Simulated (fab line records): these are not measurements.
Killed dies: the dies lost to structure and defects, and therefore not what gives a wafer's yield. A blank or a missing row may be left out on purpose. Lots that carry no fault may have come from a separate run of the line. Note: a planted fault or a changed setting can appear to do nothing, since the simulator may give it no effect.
Split-lot study :: flow sfq line :: 23 wafers read across 5 lots, on a route 325 steps long

ON THE SPLIT
At SFQ_TRILAYER_L0_VIA_LITHO_PEB_016 (peb time 60 s), the setting peb time s was moved away from the recipe's 60 s on 7 of the 23 wafers read, by -14.9% to +7.9%. For the rest of the wafers, this setting stayed at what the recipe calls for.

FROM THE SPLIT TO THE READING: what the file shows between them, 2 steps
- SFQ_TRILAYER_L0_VIA_LITHO_DEVELOP_015: time 60 s
- SFQ_TRILAYER_L0_VIA_BARC_OPEN_VIA_ETCH_021: etches BARC in O2, target depth 125 nm, time 41.7 s

THE READING
L0V.cd nm (the simulator's own value, which no gauge read), in nm, at SFQ_TRILAYER_L0_VIA_ETCH_VIA_ETCH_016 (etches SiO2 in CHF3, stops on MoNx KI, target depth 80 nm). The file gives no usual value for it. Across the 16 wafers here that went through the recipe, the average is 700.9 nm and the standard deviation 0.89 nm.

wafer: L074.1
tool, chamber at the split: litho track-02, 0
peb time s as run, s: 60
against the recipe: recipe
L0V.cd nm, nm: 702.3
against lot-mates on the recipe: -

wafer: L074.5
tool, chamber at the split: litho track-02, 0
peb time s as run, s: 60
against the recipe: recipe
L0V.cd nm, nm: 700.5
against lot-mates on the recipe: -

wafer: L074.6
tool, chamber at the split: litho track-02, 0
peb time s as run, s: 60
against the recipe: recipe
L0V.cd nm, nm: 701.2
against lot-mates on the recipe: -

wafer: L076.1
tool, chamber at the split: litho track-04, 0
peb time s as run, s: 51.08
against the recipe: -14.9%
L0V.cd nm, nm: 677
against lot-mates on the recipe: -24.1

wafer: L076.2
tool, chamber at the split: litho track-04, 0
peb time s as run, s: 60
against the recipe: recipe
L0V.cd nm, nm: 701.3
against lot-mates on the recipe: -

wafer: L076.4
tool, chamber at the split: litho track-04, 0
peb time s as run, s: 51.08
against the recipe: -14.9%
L0V.cd nm, nm: 677.2
against lot-mates on the recipe: -23.9

wafer: L076.5
tool, chamber at the split: litho track-04, 0
peb time s as run, s: 60
against the recipe: recipe
L0V.cd nm, nm: 700.7
against lot-mates on the recipe: -

wafer: L076.6
tool, chamber at the split: litho track-04, 0
peb time s as run, s: 60
against the recipe: recipe
L0V.cd nm, nm: 701.4
against lot-mates on the recipe: -

wafer: L077.2
tool, chamber at the split: litho track-01, 0
peb time s as run, s: 60
against the recipe: recipe
L0V.cd nm, nm: 700.8
against lot-mates on the recipe: -

wafer: L077.3
tool, chamber at the split: litho track-01, 0
peb time s as run, s: 60
against the recipe: recipe
L0V.cd nm, nm: 702
against lot-mates on the recipe: -

wafer: L077.6
tool, chamber at the split: litho track-01, 0
peb time s as run, s: 60
against the recipe: recipe
L0V.cd nm, nm: 702
against lot-mates on the recipe: -

wafer: L077.4
tool, chamber at the split: litho track-01, 0
peb time s as run, s: 53.96
against the recipe: -10.1%
L0V.cd nm, nm: 688.3
against lot-mates on the recipe: -13.3

wafer: L077.5
tool, chamber at the split: litho track-01, 0
peb time s as run, s: 53.96
against the recipe: -10.1%
L0V.cd nm, nm: 687
against lot-mates on the recipe: -14.6

wafer: L081.1
tool, chamber at the split: litho track-01, 0
peb time s as run, s: 60
against the recipe: recipe
L0V.cd nm, nm: 699
against lot-mates on the recipe: -

wafer: L081.2
tool, chamber at the split: litho track-01, 0
peb time s as run, s: 60
against the recipe: recipe
L0V.cd nm, nm: 699.7
against lot-mates on the recipe: -

wafer: L081.3
tool, chamber at the split: litho track-01, 0
peb time s as run, s: 60
against the recipe: recipe
L0V.cd nm, nm: 700.1
against lot-mates on the recipe: -

wafer: L081.4
tool, chamber at the split: litho track-01, 0
peb time s as run, s: 60
against the recipe: recipe
L0V.cd nm, nm: 699.9
against lot-mates on the recipe: -

wafer: L081.5
tool, chamber at the split: litho track-01, 0
peb time s as run, s: 60
against the recipe: recipe
L0V.cd nm, nm: 700.6
against lot-mates on the recipe: -

wafer: L083.1
tool, chamber at the split: litho track-04, 0
peb time s as run, s: 60
against the recipe: recipe
L0V.cd nm, nm: 701.8
against lot-mates on the recipe: -

wafer: L083.2
tool, chamber at the split: litho track-04, 0
peb time s as run, s: 64.74
against the recipe: +7.9%
L0V.cd nm, nm: 714.5
against lot-mates on the recipe: +13.2

wafer: L083.4
tool, chamber at the split: litho track-04, 0
peb time s as run, s: 64.74
against the recipe: +7.9%
L0V.cd nm, nm: 712.2
against lot-mates on the recipe: +10.9

wafer: L083.5
tool, chamber at the split: litho track-04, 0
peb time s as run, s: 64.74
against the recipe: +7.9%
L0V.cd nm, nm: 711.6
against lot-mates on the recipe: +10.3

wafer: L083.6
tool, chamber at the split: litho track-04, 0
peb time s as run, s: 60
against the recipe: recipe
L0V.cd nm, nm: 700.9
against lot-mates on the recipe: -

FIT RESULTS
A straight line over all 23 wafers: L0V.cd nm changes by +1.51 nm for each +1% of peb time s; r = +0.99; the points scatter about the line by 1.2 nm.
The same after taking each lot's own level away (the mean of its wafers on the recipe; 23 wafers): +1.52 nm for each +1%; r = +0.99; scatter 0.95 nm.
The reading moves by 23 nm for the largest change in peb time s, on that fit.
The lots' own levels span 699.86 to 701.60 nm, that is 2.0 times the standard deviation above.
The two slopes are in agreement: the lot-to-lot level therefore moves the slope only a little.
Check: -22.1 nm against its lot-mates is what the line predicts for one of the wafers moved furthest among these (-14.9%) when that wafer is left out of the fit. It came out at -24.1 nm against them.

FURTHER SPLITS ON THESE WAFERS
Before the reading, these wafers also passed through other splits. Each is held against what the fit with the lots' levels taken away leaves over:
other split on the same wafers: SFQ_TRILAYER_L0_DEP_SPUTTER_003 time s
wafers away from the commonest value: 12
r with L0V.cd nm (lot level and that fit taken away): +0.08

other split on the same wafers: SFQ_TRILAYER_L0_LITHO_COAT_005 resist thk nm
wafers away from the commonest value: 8
r with L0V.cd nm (lot level and that fit taken away): -0.09

THE WHOLE CHAIN: every reading that the file lists as answering this split, in the file's order
step: SFQ_TRILAYER_L0_VIA_BARC_OPEN_VIA_ETCH_021
what it does: etches BARC in O2, target depth 125 nm, time 41.7 s
reading: L0V.cd nm (the simulator's own value, which no gauge read)
change (the file's fit): +1.56 nm for each +1% of the setting
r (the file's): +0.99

step: SFQ_TRILAYER_L0_VIA_ETCH_VIA_ETCH_016
what it does: etches SiO2 in CHF3, stops on MoNx KI, target depth 80 nm
reading: L0V.cd nm (the simulator's own value, which no gauge read)
change (the file's fit): +1.53 nm for each +1% of the setting
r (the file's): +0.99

FILE'S OWN FIT
L0V.cd nm changes by +1.53 nm for each +1% of peb time s, r = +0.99.
